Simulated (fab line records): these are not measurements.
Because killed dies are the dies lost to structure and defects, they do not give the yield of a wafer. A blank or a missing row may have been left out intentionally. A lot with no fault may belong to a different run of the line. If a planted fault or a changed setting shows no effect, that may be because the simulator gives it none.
Split-lot experiment / flow sfqLine / route with 325 steps; 5 lots, 23 wafers read

## THE SPLIT ITSELF
At SFQ_TRILAYER_I1_VIA_LITHO_COAT_049 (resist thk 650 nm), the setting resistThkNm was moved away from the recipe's 650 nm on 8 of the 23 wafers read, by -2.3% to +5.1%. For the rest of the wafers, this setting stayed at what the recipe calls for.

There is no step in the file separating the split from the reading.

## THE READING
KrF_of_TRILAYER_I1_VIA_LITHO_COAT_049.thkNm (the simulator's own value, which no gauge read), in nm, at SFQ_TRILAYER_I1_VIA_ETCH_VIA_ETCH_052 (etches SiO2 in CHF3, stops on Nb, target depth 260 nm). The file does not state a usual value for it. Here, 15 wafers ran the recipe; their average is 528.7 nm with a standard deviation of 2.4 nm.

wafer=L078.1; tool, chamber at the split=lithoTrack-01, 0; resistThkNm as run, nm=650; against the recipe=recipe; KrF_of_TRILAYER_I1_VIA_LITHO_COAT_049.thkNm, nm=530; against lot-mates on the recipe=-
wafer=L078.2; tool, chamber at the split=lithoTrack-01, 0; resistThkNm as run, nm=650; against the recipe=recipe; KrF_of_TRILAYER_I1_VIA_LITHO_COAT_049.thkNm, nm=525.4; against lot-mates on the recipe=-
wafer=L078.3; tool, chamber at the split=lithoTrack-01, 0; resistThkNm as run, nm=650; against the recipe=recipe; KrF_of_TRILAYER_I1_VIA_LITHO_COAT_049.thkNm, nm=527.8; against lot-mates on the recipe=-
wafer=L078.4; tool, chamber at the split=lithoTrack-01, 0; resistThkNm as run, nm=650; against the recipe=recipe; KrF_of_TRILAYER_I1_VIA_LITHO_COAT_049.thkNm, nm=524.5; against lot-mates on the recipe=-
wafer=L078.5; tool, chamber at the split=lithoTrack-01, 0; resistThkNm as run, nm=650; against the recipe=recipe; KrF_of_TRILAYER_I1_VIA_LITHO_COAT_049.thkNm, nm=529.4; against lot-mates on the recipe=-
wafer=L079.2; tool, chamber at the split=lithoTrack-01, 0; resistThkNm as run, nm=650; against the recipe=recipe; KrF_of_TRILAYER_I1_VIA_LITHO_COAT_049.thkNm, nm=528.6; against lot-mates on the recipe=-
wafer=L079.3; tool, chamber at the split=lithoTrack-01, 0; resistThkNm as run, nm=650; against the recipe=recipe; KrF_of_TRILAYER_I1_VIA_LITHO_COAT_049.thkNm, nm=527; against lot-mates on the recipe=-
wafer=L079.4; tool, chamber at the split=lithoTrack-01, 0; resistThkNm as run, nm=650; against the recipe=recipe; KrF_of_TRILAYER_I1_VIA_LITHO_COAT_049.thkNm, nm=527.4; against lot-mates on the recipe=-
wafer=L079.5; tool, chamber at the split=lithoTrack-01, 0; resistThkNm as run, nm=635; against the recipe=-2.3%; KrF_of_TRILAYER_I1_VIA_LITHO_COAT_049.thkNm, nm=512.8; against lot-mates on the recipe=-14.9
wafer=L079.6; tool, chamber at the split=lithoTrack-01, 0; resistThkNm as run, nm=635; against the recipe=-2.3%; KrF_of_TRILAYER_I1_VIA_LITHO_COAT_049.thkNm, nm=514.1; against lot-mates on the recipe=-13.6
wafer=L080.2; tool, chamber at the split=lithoTrack-01, 0; resistThkNm as run, nm=650; against the recipe=recipe; KrF_of_TRILAYER_I1_VIA_LITHO_COAT_049.thkNm, nm=532.2; against lot-mates on the recipe=-
wafer=L080.3; tool, chamber at the split=lithoTrack-01, 0; resistThkNm as run, nm=650; against the recipe=recipe; KrF_of_TRILAYER_I1_VIA_LITHO_COAT_049.thkNm, nm=530.8; against lot-mates on the recipe=-
wafer=L080.4; tool, chamber at the split=lithoTrack-01, 0; resistThkNm as run, nm=682.9; against the recipe=+5.1%; KrF_of_TRILAYER_I1_VIA_LITHO_COAT_049.thkNm, nm=561.4; against lot-mates on the recipe=+29.9
wafer=L080.5; tool, chamber at the split=lithoTrack-01, 0; resistThkNm as run, nm=682.9; against the recipe=+5.1%; KrF_of_TRILAYER_I1_VIA_LITHO_COAT_049.thkNm, nm=560.7; against lot-mates on the recipe=+29.2
wafer=L080.6; tool, chamber at the split=lithoTrack-01, 0; resistThkNm as run, nm=682.9; against the recipe=+5.1%; KrF_of_TRILAYER_I1_VIA_LITHO_COAT_049.thkNm, nm=559.2; against lot-mates on the recipe=+27.7
wafer=L084.1; tool, chamber at the split=lithoTrack-01, 0; resistThkNm as run, nm=650; against the recipe=recipe; KrF_of_TRILAYER_I1_VIA_LITHO_COAT_049.thkNm, nm=526.7; against lot-mates on the recipe=-
wafer=L084.2; tool, chamber at the split=lithoTrack-01, 0; resistThkNm as run, nm=650; against the recipe=recipe; KrF_of_TRILAYER_I1_VIA_LITHO_COAT_049.thkNm, nm=532.5; against lot-mates on the recipe=-
wafer=L084.3; tool, chamber at the split=lithoTrack-01, 0; resistThkNm as run, nm=650; against the recipe=recipe; KrF_of_TRILAYER_I1_VIA_LITHO_COAT_049.thkNm, nm=530.7; against lot-mates on the recipe=-
wafer=L085.1; tool, chamber at the split=lithoTrack-02, 0; resistThkNm as run, nm=665.7; against the recipe=+2.4%; KrF_of_TRILAYER_I1_VIA_LITHO_COAT_049.thkNm, nm=546.5; against lot-mates on the recipe=+17.5
wafer=L085.3; tool, chamber at the split=lithoTrack-02, 0; resistThkNm as run, nm=650; against the recipe=recipe; KrF_of_TRILAYER_I1_VIA_LITHO_COAT_049.thkNm, nm=527.1; against lot-mates on the recipe=-
wafer=L085.4; tool, chamber at the split=lithoTrack-02, 0; resistThkNm as run, nm=650; against the recipe=recipe; KrF_of_TRILAYER_I1_VIA_LITHO_COAT_049.thkNm, nm=531; against lot-mates on the recipe=-
wafer=L085.5; tool, chamber at the split=lithoTrack-02, 0; resistThkNm as run, nm=665.7; against the recipe=+2.4%; KrF_of_TRILAYER_I1_VIA_LITHO_COAT_049.thkNm, nm=544.8; against lot-mates on the recipe=+15.8
wafer=L085.6; tool, chamber at the split=lithoTrack-02, 0; resistThkNm as run, nm=665.7; against the recipe=+2.4%; KrF_of_TRILAYER_I1_VIA_LITHO_COAT_049.thkNm, nm=546; against lot-mates on the recipe=+17.0

THE FIT
A straight line over all 23 wafers: KrF_of_TRILAYER_I1_VIA_LITHO_COAT_049.thkNm changes by +6.42 nm for each +1% of resistThkNm; r = +0.99; the points scatter about the line by 2.2 nm.
The same after taking each lot's own level away (the mean of its wafers on the recipe; 23 wafers): +5.94 nm for each +1%; r = +0.99; scatter 1.9 nm.
Per that fit: largest resistThkNm move, reading shift of 30 nm.
Across the lots, their own levels run from 527.42 to 531.50 nm, a range of 1.7 times the standard deviation given above.
Hence the lot-to-lot level has little effect on the slope; both slopes agree.
Check: for one of the wafers moved furthest among these (+5.1%), held out of the fit, the line's prediction against its lot-mates is +30.3 nm. It came out at +29.9 nm against them.

## THESE WAFERS: OTHER SPLITS
Before the reading, these wafers also passed through other splits. Each is held against what the fit with the lots' levels taken away leaves over:
other split on the same wafers=SFQ_TRILAYER_L0_LITHO_COAT_010 resistThkNm; wafers away from the commonest value=11; r with KrF_of_TRILAYER_I1_VIA_LITHO_COAT_049.thkNm (lot level and that fit taken away)=+0.12
other split on the same wafers=SFQ_TRILAYER_L0_LITHO_EXPOSE_006 doseMj; wafers away from the commonest value=5; r with KrF_of_TRILAYER_I1_VIA_LITHO_COAT_049.thkNm (lot level and that fit taken away)=-0.03
other split on the same wafers=SFQ_TRILAYER_L0_VIA_LITHO_COAT_013 spinRpm; wafers away from the commonest value=8; r with KrF_of_TRILAYER_I1_VIA_LITHO_COAT_049.thkNm (lot level and that fit taken away)=+0.11
other split on the same wafers=SFQ_TRILAYER_L0_VIA_LITHO_EXPOSE_014 doseMj; wafers away from the commonest value=11; r with KrF_of_TRILAYER_I1_VIA_LITHO_COAT_049.thkNm (lot level and that fit taken away)=-0.06
other split on the same wafers=SFQ_TRILAYER_M0_LITHO_COAT_026 spinRpm; wafers away from the commonest value=10; r with KrF_of_TRILAYER_I1_VIA_LITHO_COAT_049.thkNm (lot level and that fit taken away)=+0.21
other split on the same wafers=SFQ_TRILAYER_I0_CMP_CMP_028 leaveAboveRefNm; wafers away from the commonest value=11; r with KrF_of_TRILAYER_I1_VIA_LITHO_COAT_049.thkNm (lot level and that fit taken away)=+0.18
other split on the same wafers=SFQ_TRILAYER_I0_VIA_BARC_OPEN_VIA_ETCH_046 biasW; wafers away from the commonest value=6; r with KrF_of_TRILAYER_I1_VIA_LITHO_COAT_049.thkNm (lot level and that fit taken away)=-0.15
other split on the same wafers=SFQ_TRILAYER_M1_LITHO_PEB_042 pebTimeS; wafers away from the commonest value=8; r with KrF_of_TRILAYER_I1_VIA_LITHO_COAT_049.thkNm (lot level and that fit taken away)=-0.32
other split on the same wafers=SFQ_TRILAYER_M1_ETCH_METAL_ETCH_042 biasW; wafers away from the commonest value=8; r with KrF_of_TRILAYER_I1_VIA_LITHO_COAT_049.thkNm (lot level and that fit taken away)=+0.30

## THE WHOLE CHAIN: every reading that the file lists as answering this split, in the file's order
step=SFQ_TRILAYER_I1_VIA_LITHO_COAT_049; what it does=resist thk 650 nm; reading=KrF_of_TRILAYER_I1_VIA_LITHO_COAT_049.thkNm (the simulator's own value, which no gauge read); change (the file's fit)=+6.34 nm for each +1% of the setting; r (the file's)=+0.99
step=SFQ_TRILAYER_I1_VIA_ETCH_VIA_ETCH_052; what it does=etches SiO2 in CHF3, stops on Nb, target depth 260 nm; reading=KrF_of_TRILAYER_I1_VIA_LITHO_COAT_049.thkNm (the simulator's own value, which no gauge read); change (the file's fit)=+5.97 nm for each +1% of the setting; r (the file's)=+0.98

## FILE'S OWN FIT
KrF_of_TRILAYER_I1_VIA_LITHO_COAT_049.thkNm changes by +5.97 nm for each +1% of resistThkNm, r = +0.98.
